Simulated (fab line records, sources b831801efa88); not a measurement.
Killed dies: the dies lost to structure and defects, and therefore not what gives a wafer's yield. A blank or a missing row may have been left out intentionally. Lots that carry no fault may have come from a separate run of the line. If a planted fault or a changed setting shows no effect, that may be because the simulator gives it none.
fab line records	flow sky130
record lots=7	wafers=21	lastDay=49
route steps=708 shown VIA1@460 PAD_OPEN@708
lots that met no fault: from a run of the same line without faults
startH: hours from the record's opening day to when the first of the lot's shown wafers began	waitH: time in hours since the lot's previous step	" identical to the entry in the row above	L1.1+2: several wafers, shown together as one row	- value missing, or start not given	* or withheld: withheld	< > ~ a bound
route shown NAME@n: NAME is a module with steps in the file, n the number in the route of the first one	usual: mean/standard deviation taken from wafers without a fault	same: alike in all rows	chamber/n: place in a boat	sites: per-site readings	_std_site: their standard deviation	_edge_site: outer sites' mean less inner sites'	radiusMm: for every site, how far away it sits from the centre of the wafer	mask NAME#n: copy n	behind: the last tool/chamber to shape the wafer	hold: why the lot went on hold/how many hours it stayed there/how the hold came to an end	device: which transistor (n, p or np) failed to switch	end of line: tests run on the same wafers once the route is complete	for a step that has no rows: nothing shown but its recipe	killed: dies that structure and defects cost at the first sort, which is not the same as the wafer's yield	map: dies across one wafer; x = killed, . = not, _ = none there
set.NAME: the setting as run; set.NAME@STEP: as run at that earlier step	model.NAME: the simulator's own value behind a step, which no gauge read
certain route steps with their lots: each step a table, each wafer a row
services: from which hour (startH, from the record's first day; less than 0 if before it) a tool's chamber was out of use, for how many hours, and why
## steps
# step SKY_VIA1_CMP_02
# recipe material=SiO2	downForcePsi=4	platenRpm=60	padVelocityMS=0.94248
# usual edgeZonePressureFrac=1.000/0.0053	headPressurePsi=4.001/0.0088	motorCurrentA=11.9/1.1	slurryFilterDpKPa=13.48/0.14
lot.wafer	tool	chamber	startH	waitH	edgeZonePressureFrac	headPressurePsi	motorCurrentA	slurryFilterDpKPa
L149.2	cmp-02	1	790.00	0.0	0.992	3.997	9.5	13.23
L149.3	"	3	"	"	0.995	3.993	11.2	13.49
L149.6	"	1	"	"	0.990	3.992	10.3	13.54
L155.2	cmp-01	1	845.82	0.1	0.994	4.013	10.6	13.72
L155.1	"	2	"	"	0.994	4.007	13.1	13.55
L155.6	"	1	"	"	1.003	4.001	10.0	13.78
L154.3	cmp-01	0	846.54	0.0	1.009	3.996	11.7	13.50
L154.1	"	3	"	"	1.000	4.001	12.7	13.55
L154.6	"	0	"	"	1.003	4.003	12.2	13.58
L156.3	cmp-02	3	851.94	0.0	1.007	4.004	11.7	13.15
L156.4	"	0	"	"	0.990	4.004	12.1	13.48
L156.5	"	3	"	"	1.002	4.012	11.4	13.37
L161.4	cmp-02	3	875.80	0.6	0.998	3.994	11.2	13.33
L161.1	"	2	"	"	1.002	3.999	13.1	13.55
L161.5	"	0	"	"	1.005	4.017	11.8	13.56
L162.3	cmp-02	3	893.65	0.1	1.002	4.000	11.5	13.24
L162.5	"	1	"	"	1.008	4.008	10.0	13.30
L162.6	"	2	"	"	0.994	4.007	13.0	13.56
L166.4	cmp-01	3	916.44	0.1	1.009	3.997	12.9	13.27
L166.1	"	0	"	"	1.001	4.012	12.2	13.61
L166.5	"	2	"	"	1.003	4.014	12.8	13.54
# step SKY_VIA1_BOW_MEAS_03
# recipe mode=bow
# usual VIA1_BOW=82/6.8
lot.wafer	tool	chamber	startH	waitH	VIA1_BOW[um]
L149.2	filmMetro-04	-	790.32	0.3	74
L149.3	"	-	"	"	86
L149.6	"	-	"	"	82
L155.1	filmMetro-01	-	846.07	0.1	73
L155.2	"	-	"	"	73
L155.6	"	-	"	"	70
L154.1	filmMetro-02	-	846.84	0.1	77
L154.3	"	-	"	"	82
L154.6	"	-	"	"	82
L156.3	filmMetro-01	-	852.28	0.3	79
L156.4	"	-	"	"	88
L156.5	"	-	"	"	83
L161.1	filmMetro-02	-	876.10	0.1	86
L161.4	"	-	"	"	90
L161.5	"	-	"	"	79
L162.3	filmMetro-04	-	893.89	0.2	80
L162.5	"	-	"	"	78
L162.6	"	-	"	"	83
L166.1	filmMetro-01	-	916.64	0.1	88
L166.4	"	-	"	"	85
L166.5	"	-	"	"	80
# step SKY_VIA1_DEHYDRATE_04
# recipe tempC=200	timeS=60
# step SKY_VIA1_HMDS_05
# recipe primeTimeS=60	primeTempC=120
# step SKY_VIA1_COAT_06
# recipe resist=BARC	tempC=withheld	timeS=withheld	spinRpm=3000	resistThkNm=60
# step SKY_VIA1_COAT_07
# recipe resist=KrF-thick	spinRpm=3000	resistThkNm=450
# step SKY_VIA1_SOFTBAKE_08
# recipe tempC=100.4	timeS=90	resist=KrF-thick
# step SKY_VIA1_EXPOSE_09
# recipe maskId=VIM	na=0.8	sourceShape=annular	sigmaInner=0.55	sigmaOuter=0.85	targetCdNm=150	doseMj=38
# step SKY_VIA1_PEB_10
# recipe pebTempC=withheld	pebTimeS=withheld	resist=KrF-thick
# step SKY_VIA1_DEVELOP_11
# recipe developTimeS=60	resist=KrF-thick	devTempC=21
# step SKY_VIA1_CD_MEAS_12
# recipe targetCdNm=150
# usual cdNm=150.1/1.5
lot.wafer	tool	chamber	startH	waitH	cdNm
L149.2	cdSem-02	-	816.81	-	150.3
L149.3	"	-	"	"	148.3
L149.6	"	-	"	"	148.4
L155.1	cdSem-01	-	872.38	-	152.1
L155.2	"	-	"	"	150.2
L155.6	"	-	"	"	151.0
L154.1	cdSem-02	-	872.73	-	149.1
L154.3	"	-	"	"	149.7
L154.6	"	-	"	"	146.6
L156.3	cdSem-02	-	878.02	-	149.5
L156.4	"	-	"	"	149.1
L156.5	"	-	"	"	149.5
L161.1	cdSem-02	-	901.58	-	148.7
L161.4	"	-	"	"	149.3
L161.5	"	-	"	"	151.0
L162.3	cdSem-01	-	918.52	-	148.5
L162.5	"	-	"	"	147.7
L162.6	"	-	"	"	149.2
L166.1	cdSem-02	-	940.13	-	151.2
L166.4	"	-	"	"	151.6
L166.5	"	-	"	"	153.2
# step SKY_VIA1_OVL_MEAS_13
# usual VIA1_OVL=-1/6.5
lot.wafer	tool	chamber	startH	waitH	VIA1_OVL[nm]
L149.2	overlay-02	-	816.91	0.1	1
L149.3	"	-	"	"	-3
L149.6	"	-	"	"	-1
L155.1	overlay-02	-	872.50	0.1	-11
L155.2	"	-	"	"	0
L155.6	"	-	"	"	-6
L154.1	overlay-02	-	872.85	0.1	-12
L154.3	"	-	"	"	-15
L154.6	"	-	"	"	-2
L156.3	overlay-01	-	878.12	0.1	-5
L156.4	"	-	"	"	-3
L156.5	"	-	"	"	-3
L161.1	overlay-01	-	901.70	0.1	-2
L161.4	"	-	"	"	-3
L161.5	"	-	"	"	3
L162.3	overlay-01	-	918.62	0.1	-5
L162.5	"	-	"	"	-1
L162.6	"	-	"	"	6
L166.1	overlay-01	-	940.25	0.1	4
L166.4	"	-	"	"	-4
L166.5	"	-	"	"	11
# step SKY_VIA1_ETCH_14
# recipe chemistry=N2/H2	target=BARC	ionEnergyEv=200	sourceW=500	biasW=100	pressureMtorr=30	n2FlowSccm=100	h2FlowSccm=200	stopOn=SiO2	timeS=45.9	targetDepthA=600
# usual biasW=100.00/0.29	chamberPressureMTorr=30.004/0.028	drypumpMotorCurrentA=5.7/0.51	h2FlowSccm=200.0/0.64	oesProductAu=0.855/0.0041	throttleValvePct=13.226/0.009
lot.wafer	tool	chamber	startH	waitH	biasW	chamberPressureMTorr	drypumpMotorCurrentA	h2FlowSccm	oesProductAu	rfHoursCounterH	throttleValvePct	model.KrF-thick_of_VIA1_COAT_07.thkNm
L149.2	rieDiel-03	0	816.94	0.0	100.14	29.974	5.3	201.0	0.855	8	13.228	394.2
L149.3	"	3	"	"	99.93	29.959	5.1	199.7	0.860	15	13.224	394.2
L149.6	"	0	"	"	99.70	30.009	5.3	200.6	0.855	-	13.209	394.1
L155.1	rieDiel-04	3	872.54	0.0	-	-	-	-	-	-	-	440.1
L155.2	"	1	"	"	-	-	-	-	-	-	-	439.2
L155.6	"	0	"	"	-	-	-	-	-	-	-	438.3
L154.1	rieDiel-03	2	872.89	0.0	-	-	-	-	-	-	-	435.3
L154.3	"	1	"	"	-	-	-	-	-	-	-	434.9
L154.6	"	1	"	"	-	-	-	-	-	-	-	436.1
L156.3	rieDiel-04	1	878.14	0.0	-	-	-	-	-	-	-	436.4
L156.4	"	1	"	"	-	-	-	-	-	-	-	436.3
L156.5	"	0	"	"	-	-	-	-	-	-	-	436.2
L161.1	rieDiel-03	0	901.74	0.0	100.31	29.988	5.3	200.4	0.857	11	13.242	391.2
L161.4	"	3	"	"	99.62	29.980	5.1	199.9	0.855	18	13.240	393.2
L161.5	"	1	"	"	100.28	29.967	5.1	199.9	0.855	-	13.237	392.8
L162.3	rieDiel-03	0	918.64	0.0	99.74	30.007	5.3	199.4	0.851	11	13.219	391.8
L162.5	"	0	"	"	100.18	29.999	5.3	200.0	0.860	-	13.227	392.2
L162.6	"	3	"	"	99.84	30.010	5.1	200.1	0.854	-	13.246	391
L166.1	rieDiel-03	1	940.29	0.0	100.03	30.035	5.1	200.0	0.860	16	13.220	392.4
L166.4	"	2	"	"	99.73	29.939	5.9	201.0	0.861	14	13.228	393.2
L166.5	"	0	"	"	99.68	29.965	5.3	200.7	0.853	-	13.232	393
# step SKY_VIA1_ETCH_15
# recipe target=SiO2	chemistry=C4F8/O2/Ar	targetDepthNm=351	stopOn=TiN	maskMaterial=KrF-thick	sourceW=1500	biasW=1200	pressureMtorr=40	c4f8FlowSccm=withheld	O2_flow_sccm=6	Ar_flow_sccm=300	timeS=54
# usual biasW=1200/3.7	chamberPressureMTorr=40.00/0.039	oesProductAu=0.981/0.0053
lot.wafer	tool	chamber	startH	waitH	biasW	chamberPressureMTorr	oesProductAu	rfHoursCounterH	model.KrF-thick_of_VIA1_COAT_07.thkNm
L149.2	rieDiel-03	0	816.98	0.0	1198	40.02	0.978	8	324.7
L149.3	"	3	"	"	1196	40.00	0.980	15	325.1
L149.6	"	0	"	"	1200	39.98	0.981	-	324.3
L155.1	rieDiel-04	3	872.58	0.0	1200	39.96	0.374	5	369.6
L155.2	"	1	"	"	1201	40.04	0.367	6	368.3
L155.6	"	0	"	"	1203	40.02	0.374	-	368.8
L154.1	rieDiel-03	2	872.93	0.0	1193	40.01	0.384	12	365
L154.3	"	1	"	"	1207	40.00	0.374	14	365
L154.6	"	1	"	"	1203	39.97	0.370	-	366.7
L156.3	rieDiel-04	1	878.18	0.0	1204	39.92	0.374	6	365.7
L156.4	"	1	"	"	1207	40.03	0.373	-	365.6
L156.5	"	0	"	"	1204	39.96	0.382	-	366.6
L161.1	rieDiel-03	0	901.78	0.0	1200	40.03	0.972	11	323.1
L161.4	"	3	"	"	1196	40.04	0.977	18	323.6
L161.5	"	1	"	"	1197	40.06	0.977	-	323.6
L162.3	rieDiel-03	0	918.68	0.0	1196	39.98	0.970	11	323.5
L162.5	"	0	"	"	1197	39.94	0.978	-	323.3
L162.6	"	3	"	"	1202	40.02	0.986	-	322.1
L166.1	rieDiel-03	1	940.33	0.0	1198	40.06	0.977	16	321.9
L166.4	"	2	"	"	1210	40.01	0.977	14	323.1
L166.5	"	0	"	"	1201	39.99	0.976	-	323.7
# step SKY_VIA1_STRIP_16
# recipe chemistry=O2/N2	powerW=1400	pressureMtorr=1500	platenTempC=withheld	o2FlowSccm=3000	n2FlowSccm=300	overashFraction=0.5
# usual drypumpMotorCurrentA=5.6/0.63	oesProductAu=0.416/0.0046	stripTimeToEndpointS=4.463/0.022
lot.wafer	tool	chamber	startH	waitH	drypumpMotorCurrentA	oesProductAu	rfHoursCounterH	stripTimeToEndpointS
L149.2	plasmaAsher-02	1	817.03	0.0	5.9	0.408	100	4.490
L149.3	"	0	"	"	5.1	0.424	-	4.488
L149.6	"	0	"	"	5.1	0.410	-	4.481
L155.1	plasmaAsher-01	0	872.63	0.0	5.2	0.442	74	4.944
L155.2	"	1	"	"	6.2	0.432	74	4.934
L155.6	"	1	"	"	6.2	0.440	-	4.938
L154.1	plasmaAsher-04	0	872.98	0.0	6.7	0.431	10	4.904
L154.3	"	1	"	"	4.7	0.434	-	4.901
L154.6	"	0	"	"	6.7	0.438	-	4.914
L156.3	plasmaAsher-02	1	878.26	0.1	5.9	0.439	-	4.907
L156.4	"	0	"	"	5.1	0.443	-	4.900
L156.5	"	0	"	"	5.1	0.431	-	4.917
L161.1	plasmaAsher-02	0	901.83	0.0	5.1	0.418	108	4.475
L161.4	"	1	"	"	5.9	0.410	-	4.464
L161.5	"	0	"	"	5.1	0.417	-	4.482
L162.3	plasmaAsher-01	0	918.76	0.1	5.2	0.411	-	4.467
L162.5	"	0	"	"	5.2	0.413	-	4.468
L162.6	"	1	"	"	6.2	0.416	-	4.447
L166.1	plasmaAsher-02	0	940.38	0.0	5.1	0.412	112	4.466
L166.4	"	1	"	"	5.9	0.419	-	4.479
L166.5	"	0	"	"	5.1	0.419	-	4.466
# step SKY_VIA1_STRIP_17
# recipe chemistry=postEtchResidueRemover	timeS=1200	tempC=72.5
# step SKY_PAD_OPEN_PROBE_99
# usual defectLimitedYield=82.5/1.8	killed_at_M0_to_M3=44/6.6	killed_at_M4_up=2.9/1.8	killedAtContacts=24/4.8	killedAtFrontEnd=15/4.5	killedAtOther=0.3/0.64	killedDies=86/8.7	killedOnRim=17/3.8	killedOpen=47/6.5	killedShort=39/5.8	sort_bin_3_pad_short=0.9/0.4	sort_bin_5_function=10.3/1.4	sort_bin_6_memory=6.2/1.1	sortNPass=406/8.7	sortYieldPct=82.5/1.8
# same grossDies=492	killedAtBackSide=0	sort_bin_4_leakage[%]=0	sort_bin_8_speed[%]=0
lot.wafer	tool	chamber	startH	waitH	defectLimitedYield[%]	killed_at_M0_to_M3	killed_at_M4_up	killedAtContacts	killedAtFrontEnd	killedAtOther	killedDies	killedOnRim	killedOpen	killedShort	sort_bin_3_pad_short[%]	sort_bin_5_function[%]	sort_bin_6_memory[%]	sortNPass	sortYieldPct[%]
L149.2	prober-01	-	1093.54	0.1	83.1	38	5	27	13	0	83	12	40	43	0.4	10.4	6.1	409	83.1
L149.3	prober-01	-	1093.59	0.2	82.1	48	3	20	17	0	88	22	51	37	0.8	10.8	6.3	404	82.1
L149.6	prober-01	-	1093.74	0.2	80.9	53	2	24	15	0	94	15	44	50	0.8	12.4	5.9	398	80.9
L155.1	prober-02	-	1138.44	0.1	0	462	2	17	11	0	492	96	42	40	0.8	93.5	5.7	0	0
L155.2	prober-02	-	1138.49	0.1	0	451	4	23	14	0	492	96	40	41	1.6	91.9	6.5	0	0
L154.1	prober-01	-	1139.22	0.1	0	458	0	21	12	1	492	96	42	32	0.4	93.3	6.3	0	0
L154.3	prober-01	-	1139.32	0.2	0	447	2	21	21	1	492	96	38	49	1.0	94.1	4.9	0	0
L154.6	prober-01	-	1139.47	0.2	0	442	7	31	12	0	492	96	49	50	0.2	92.3	7.5	0	0
L156.3	prober-02	-	1143.16	0.2	0	438	6	24	24	0	492	96	57	48	0.6	91.9	7.5	0	0
L156.4	prober-02	-	1143.21	0.2	0	451	3	18	19	1	492	96	56	40	1.2	92.5	6.3	0	0
L156.5	prober-02	-	1143.26	0.2	0	447	1	31	13	0	492	96	51	41	0.8	91.1	8.1	0	0
L161.1	prober-01	-	1159.90	0.1	84.3	47	1	17	12	0	77	13	38	39	1.0	8.3	6.3	415	84.3
L161.4	prober-01	-	1160.05	0.2	80.9	48	4	26	15	1	94	24	50	42	1.2	11.0	6.9	398	80.9
L161.5	prober-01	-	1160.10	0.2	83.5	38	3	21	19	0	81	17	39	41	0.6	10.6	5.3	411	83.5
L162.3	prober-02	-	1168.64	0.2	81.9	43	4	27	15	0	89	15	43	44	1.0	11.2	5.9	403	81.9
L162.5	prober-02	-	1168.74	0.2	80.7	46	5	35	9	0	95	19	51	43	1.2	12.0	6.1	397	80.7
L162.6	prober-02	-	1168.79	0.2	81.7	46	4	25	15	0	90	22	48	40	0.8	11.0	6.5	402	81.7
L166.1	prober-02	-	1185.26	0.1	84.8	37	5	22	10	1	75	19	50	24	0.4	8.3	6.5	417	84.8
L166.4	prober-02	-	1185.41	0.2	83.9	36	3	25	15	0	79	14	39	39	1.2	9.8	5.1	413	83.9
L166.5	prober-02	-	1185.46	0.2	81.9	46	3	17	21	2	89	21	45	43	0.6	10.8	6.7	403	81.9
# killed by level:class
L149.2 CONTACT:geometricParticle:open=13 METAL2:geometricParticle:short=7 LI_CONTACT:geometricParticle:short=6 VIA1:geometricParticle:short=6 VIA1:geometricParticle:open=6 VIA2:geometricParticle:open=6 FIELD_ISO:geometricParticle:open=4 POLY_GATE:geometricParticle:short=4
L149.3 VIA1:geometricParticle:open=14 CONTACT:geometricParticle:open=11 VIA1:geometricParticle:short=9 METAL1:geometricParticle:short=6 FIELD_ISO:geometricParticle:open=5 VIA2:geometricParticle:open=5 POLY_GATE:geometricParticle:open=4 LI_CONTACT:geometricParticle:open=4
L149.6 VIA1:geometricParticle:open=12 CONTACT:geometricParticle:open=9 METAL2:geometricParticle:short=7 VIA1:geometricParticle:short=6 METAL1:geometricParticle:short=6 VIA3:geometricParticle:short=6 POLY_GATE:geometricParticle:short=5 LI_CONTACT:geometricParticle:short=5
L155.1 VIA1:areaEtch=410 VIA1:geometricParticle:open=12 VIA1:geometricParticle:short=8 METAL2:geometricParticle:short=7 VIA2:geometricParticle:open=6 METAL3:geometricParticle:short=5 LI_CONTACT:geometricParticle:open=5 CONTACT:geometricParticle:open=5
L155.2 VIA1:areaEtch=411 VIA1:geometricParticle:open=8 METAL2:geometricParticle:short=7 CONTACT:geometricParticle:open=6 VIA3:geometricParticle:open=6 LOCAL_INTERCONNECT:geometricParticle:short=5 FIELD_ISO:geometricParticle:short=5 CONTACT:geometricParticle:short=5
L154.1 VIA1:areaEtch=418 VIA1:geometricParticle:open=9 CONTACT:geometricParticle:open=8 VIA2:geometricParticle:open=7 LI_CONTACT:geometricParticle:open=6 METAL1:geometricParticle:short=5 POLY_GATE:geometricParticle:open=4 CONTACT:geometricParticle:short=4
L154.3 VIA1:areaEtch=405 VIA1:geometricParticle:open=13 CONTACT:geometricParticle:open=8 POLY_GATE:geometricParticle:short=6 FIELD_ISO:geometricParticle:short=5 VIA1:geometricParticle:short=5 VIA3:geometricParticle:short=5 LI_CONTACT:geometricParticle:open=4
L154.6 VIA1:areaEtch=393 CONTACT:geometricParticle:open=11 VIA1:geometricParticle:open=11 LI_CONTACT:geometricParticle:open=8 METAL1:geometricParticle:short=7 METAL4:geometricParticle:short=7 VIA1:geometricParticle:short=6 VIA2:geometricParticle:short=6
L156.3 VIA1:areaEtch=387 CONTACT:geometricParticle:open=10 VIA3:geometricParticle:open=9 FIELD_ISO:geometricParticle:short=8 VIA1:geometricParticle:open=8 FIELD_ISO:geometricParticle:open=7 VIA2:geometricParticle:open=7 VIA1:geometricParticle:short=6
L156.4 VIA1:areaEtch=396 VIA1:geometricParticle:open=23 CONTACT:geometricParticle:open=10 FIELD_ISO:geometricParticle:short=7 VIA3:geometricParticle:open=7 FIELD_ISO:geometricParticle:open=5 VIA1:geometricParticle:short=5 POLY_GATE:geometricParticle:short=4
L156.5 VIA1:areaEtch=400 VIA1:geometricParticle:open=15 CONTACT:geometricParticle:open=9 LI_CONTACT:geometricParticle:open=8 CONTACT:geometricParticle:short=7 VIA1:geometricParticle:short=6 METAL1:geometricParticle:short=6 VIA3:geometricParticle:open=6
L161.1 VIA1:geometricParticle:open=9 METAL1:geometricParticle:short=9 VIA2:geometricParticle:open=7 CONTACT:geometricParticle:short=5 VIA3:geometricParticle:open=5 LOCAL_INTERCONNECT:geometricParticle:short=4 VIA3:geometricParticle:short=4 LI_CONTACT:geometricParticle:open=3
L161.4 VIA1:geometricParticle:open=14 VIA3:geometricParticle:open=9 LI_CONTACT:geometricParticle:open=8 METAL2:geometricParticle:short=6 LOCAL_INTERCONNECT:geometricParticle:short=6 CONTACT:geometricParticle:open=5 METAL1:geometricParticle:short=5 FIELD_ISO:geometricParticle:open=4
L161.5 VIA1:geometricParticle:open=7 LI_CONTACT:geometricParticle:open=6 LOCAL_INTERCONNECT:geometricParticle:short=6 POLY_GATE:geometricParticle:short=5 CONTACT:geometricParticle:open=5 VIA1:geometricParticle:short=5 POLY_GATE:geometricParticle:open=4 METAL1:geometricParticle:short=4
L162.3 LI_CONTACT:geometricParticle:open=12 VIA1:geometricParticle:short=9 VIA1:geometricParticle:open=7 CONTACT:geometricParticle:open=6 VIA3:geometricParticle:open=6 METAL2:geometricParticle:short=5 FIELD_ISO:geometricParticle:short=4 METAL1:geometricParticle:short=4
L162.5 CONTACT:geometricParticle:open=15 LI_CONTACT:geometricParticle:open=9 VIA2:geometricParticle:open=9 VIA1:geometricParticle:short=9 METAL2:geometricParticle:short=9 VIA1:geometricParticle:open=7 VIA3:geometricParticle:short=6 FIELD_ISO:geometricParticle:open=4
L162.6 CONTACT:geometricParticle:open=10 LI_CONTACT:geometricParticle:open=7 VIA1:geometricParticle:open=7 POLY_GATE:geometricParticle:open=6 VIA1:geometricParticle:short=6 METAL2:geometricParticle:short=6 VIA2:geometricParticle:open=5 VIA3:geometricParticle:short=5
L166.1 LI_CONTACT:geometricParticle:open=9 CONTACT:geometricParticle:open=9 METAL2:geometricParticle:short=8 VIA3:geometricParticle:open=5 VIA1:geometricParticle:open=5 FIELD_ISO:geometricParticle:open=4 VIA1:geometricParticle:short=4 VIA2:geometricParticle:open=4
L166.4 LI_CONTACT:geometricParticle:open=7 CONTACT:geometricParticle:open=7 VIA1:geometricParticle:open=7 POLY_GATE:geometricParticle:open=6 LOCAL_INTERCONNECT:geometricParticle:short=6 VIA1:geometricParticle:short=6 VIA2:geometricParticle:short=4 VIA2:geometricParticle:open=4
L166.5 METAL2:geometricParticle:short=10 VIA1:geometricParticle:open=10 LI_CONTACT:geometricParticle:open=7 VIA3:geometricParticle:open=7 FIELD_ISO:geometricParticle:short=6 FIELD_ISO:geometricParticle:open=6 METAL1:geometricParticle:short=6 POLY_GATE:geometricParticle:open=4
# map L154.1 (x killed, . not)
__________xxxxxxxxxx_________
________xxxxxxxxxxxxxx_______
______xxxxxxxxxxxxxxxxxx_____
_____xxxxxxxxxxxxxxxxxxxx____
____xxxxxxxxxxxxxxxxxxxxxx___
___xxxxxxxxxxxxxxxxxxxxxxxx__
__xxxxxxxxxxxxxxxxxxxxxxxxxx_
_xxxxxxxxxxxxxxxxxxxxxxxxxxxx
_xxxxxxxxxxxxxxxxxxxxxxxxxxxx
_xxxxxxxxxxxxxxxxxxxxxxxxxxxx
_xxxxxxxxxxxxxxxxxxxxxxxxxxxx
_xxxxxxxxxxxxxxxxxxxxxxxxxxxx
_xxxxxxxxxxxxxxxxxxxxxxxxxxxx
_xxxxxxxxxxxxxxxxxxxxxxxxxxxx
_xxxxxxxxxxxxxxxxxxxxxxxxxxxx
__xxxxxxxxxxxxxxxxxxxxxxxxxx_
___xxxxxxxxxxxxxxxxxxxxxxxx__
____xxxxxxxxxxxxxxxxxxxxxx___
_____xxxxxxxxxxxxxxxxxxxx____
______xxxxxxxxxxxxxxxxxx_____
________xxxxxxxxxxxxxx_______
__________xxxxxxxxxx_________
# map L155.1 (x killed, . not)
__________xxxxxxxxxx_________
________xxxxxxxxxxxxxx_______
______xxxxxxxxxxxxxxxxxx_____
_____xxxxxxxxxxxxxxxxxxxx____
____xxxxxxxxxxxxxxxxxxxxxx___
___xxxxxxxxxxxxxxxxxxxxxxxx__
__xxxxxxxxxxxxxxxxxxxxxxxxxx_
_xxxxxxxxxxxxxxxxxxxxxxxxxxxx
_xxxxxxxxxxxxxxxxxxxxxxxxxxxx
_xxxxxxxxxxxxxxxxxxxxxxxxxxxx
_xxxxxxxxxxxxxxxxxxxxxxxxxxxx
_xxxxxxxxxxxxxxxxxxxxxxxxxxxx
_xxxxxxxxxxxxxxxxxxxxxxxxxxxx
_xxxxxxxxxxxxxxxxxxxxxxxxxxxx
_xxxxxxxxxxxxxxxxxxxxxxxxxxxx
__xxxxxxxxxxxxxxxxxxxxxxxxxx_
___xxxxxxxxxxxxxxxxxxxxxxxx__
____xxxxxxxxxxxxxxxxxxxxxx___
_____xxxxxxxxxxxxxxxxxxxx____
______xxxxxxxxxxxxxxxxxx_____
________xxxxxxxxxxxxxx_______
__________xxxxxxxxxx_________
## services
tool	chamber	startH	hours	kind
rieDiel-04	0	771.70	7.5	repair
cmp-02	-	782.13	4.4	pm
rieDiel-04	1	786.49	5.6	repair
cmp-01	-	791.48	5.0	pm
plasmaAsher-01	-	800.76	2.8	pm
rieDiel-03	0	801.94	3.6	repair
rieDiel-03	-	805.20	2.8	pm
plasmaAsher-04	-	828.36	8.5	repair
rieDiel-03	3	830.99	4.3	repair
rieDiel-03	0	833.33	12.1	repair
cmp-01	-	849.10	1.8	repair
cmp-01	-	857.33	1.6	repair
plasmaAsher-04	-	861.87	2.8	pm
plasmaAsher-02	-	862.45	2.8	pm
cmp-01	-	871.04	6.6	repair
cmp-01	-	877.62	3.4	pm
rieDiel-04	2	877.71	12.4	repair
cmp-02	-	878.64	1.2	repair
rieDiel-04	1	890.95	10.7	repair
cmp-02	-	905.90	2.2	repair
cmp-01	-	912.00	4.0	pm
cmp-01	-	916.00	-	consumableReplace:conditioner
cmp-02	-	918.62	0.7	repair
rieDiel-04	3	924.06	1.8	repair
## key
firstSign step=SKY_VIA1_ETCH_14	reading=toolRecord	direction=missing
effect step=SKY_VIA1_ETCH_15	reading=oesProductAu	direction=down	sigmas=99+	usual=0.981	struck=0.375
effect step=SKY_VIA1_STRIP_16	reading=stripTimeToEndpointS	direction=up	sigmas=21	usual=*	struck=*
effect step=SKY_PAD_OPEN_PROBE_99	reading=killed_at_M0_to_M3	direction=up	sigmas=61	usual=44	struck=450
modelEffect step=SKY_VIA1_ETCH_14	value=KrF-thick_of_VIA1_COAT_07.thkNm	without=393.8	struck=437
modelEffect step=SKY_VIA1_ETCH_15	value=KrF-thick_of_VIA1_COAT_07.thkNm	without=323.6	struck=366.8
moreKillsBornAt SKY_VIA1_ETCH_14@rieDiel-04=2004	SKY_VIA1_ETCH_14@rieDiel-03=1216
metAt SKY_VIA1_ETCH_14
struckWafers L154.1,L154.3,L154.6,L155.1,L155.2,L155.6,L156.3,L156.4,L156.5
laterRowsLeftOut L154.1,L154.3,L154.6,L155.1,L155.2,L155.6,L156.3,L156.4,L156.5
onsetBetween 816.94 872.54
fault kind=skippedStepWhole	tool=rieDiel-03,rieDiel-04	chamber=-	onsetH=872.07	steps=SKY_VIA1_ETCH_14	scope=struckLotsOnly
# laterRowsLeftOut: the simulator's readings of these wafers behind a module that went badly wrong aren't trusted and aren't shown, but for the sort
